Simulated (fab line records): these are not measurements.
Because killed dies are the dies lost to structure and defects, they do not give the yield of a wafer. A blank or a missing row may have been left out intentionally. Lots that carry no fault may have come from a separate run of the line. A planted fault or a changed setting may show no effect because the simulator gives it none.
Comparing a struck lot with a sound one -- flow sky130 -- 14 steps out of a route of 708
Sound: these wafers, L851.1, L851.2, L851.3. Wafers L863.2, L863.3, L863.5 were the ones struck. The cause is named last.
At each step with rows: each side's tool, then ch and its chambers, then its first start. Under that, the readings that differ: sound wafers -- struck wafers -- difference of the means -- sigmas: that difference in standard deviations of wafers without a fault.
alike: readings with means less than 2 such deviations apart, plus words and numbers identical on both sides. not compared: withheld readings, readings lacking a value on some wafer, bounds such as >300 that could conceal the same value, and numbers that have no deviation in the record and whose values overlap.
The two part at a step that has a row with sigmas, a row that says differs or no value, or rows on one side only. When numbers do not overlap yet have no deviation, they are printed without sigmas and do not part them. A reading that every wafer of one side lacks parts them only if that side has two wafers or more.

SKY_VIA3_STRIP_16: strips in O2/N2.
  sound on plasma asher-01 ch 0,1, day 41 02:24; struck on plasma asher-01 ch 0,1, day 44 19:52
  alike: drypump motor current A, oes product au, strip time to endpoint s
  not compared: rf hours counter h
then, 3 steps without rows for these wafers: SKY_VIA3_STRIP_17 (strips in post etch residue remover, time 1200 s); SKY_VIA3_CLEAN_18 (cleans in IPA, time 180 s); SKY_VIA3_CLEAN_19 (cleans in O3/DIW).
SKY_VIA3_SPUTTER_20: material TiN, target thk 20 nm, time 80 s.
  sound on pvd sputter-04, day 41 02:59; struck on pvd sputter-04, day 44 20:27
  alike: cathode dc power W, chamber pressure pa, throttle valve pct
then, 1 step without rows for these wafers: SKY_VIA3_CVD_21 (deposits W, target thk 390 nm, time 117.31 s).
SKY_VIA3_RS_MEAS_22: a four-point-probe measurement.
  sound on film metro-02, day 41 03:10; struck on film metro-02, day 44 20:40
  alike: VIA3_W_RS
SKY_VIA3_THK_MEAS_23: measures by xrf.
  sound on film metro-02, day 41 03:17; struck on film metro-02, day 44 20:46
reading,sound,struck,difference,sigmas
VIA3_W_THK (nm),397 398 397,404 413 411,+12,+2
then, 2 steps without rows for these wafers: SKY_VIA3_CMP_24 (polishes, stops on SiO2, t overpolish 20 s, target thk 0 nm); SKY_METAL4_SPUTTER_00 (material Ti, target thk 15 nm, time 10 s).
SKY_METAL4_SPUTTER_01: material TiN, target thk 20 nm, time 16.7 s.
  sound on pvd sputter-01, day 41 03:41; struck on pvd sputter-02, day 44 21:10
  alike: cathode dc power W, chamber pressure pa, throttle valve pct
SKY_METAL4_SPUTTER_02: material AlCu, target thk 735 nm, time 39.1 s.
  sound on pvd sputter-01, day 41 03:42; struck on pvd sputter-02, day 44 21:12
  alike: cathode dc power W, chamber pressure pa, throttle valve pct
SKY_METAL4_SPUTTER_03: material Ti, target thk 5 nm, time 3.3 s.
  sound on pvd sputter-01, day 41 03:44; struck on pvd sputter-02, day 44 21:14
  no value came back on the struck wafers for cathode dc power W (W), chamber pressure pa (Pa), throttle valve pct (%), time s (s); on the sound wafers cathode dc power W (W) reads 2999.5 2999.1 3000.6
SKY_METAL4_SPUTTER_04: material TiN, target thk 70 nm, time 58.3 s.
  sound on pvd sputter-01, day 41 03:46; struck on pvd sputter-02, day 44 21:16
  alike: cathode dc power W, chamber pressure pa, throttle valve pct

WHERE THEY PART
At SKY_VIA3_THK_MEAS_23 first; at SKY_METAL4_SPUTTER_03 last (within this record only). Later steps at which nothing parts them and some readings are alike: SKY_METAL4_SPUTTER_04.

WHY: what the simulator had put in
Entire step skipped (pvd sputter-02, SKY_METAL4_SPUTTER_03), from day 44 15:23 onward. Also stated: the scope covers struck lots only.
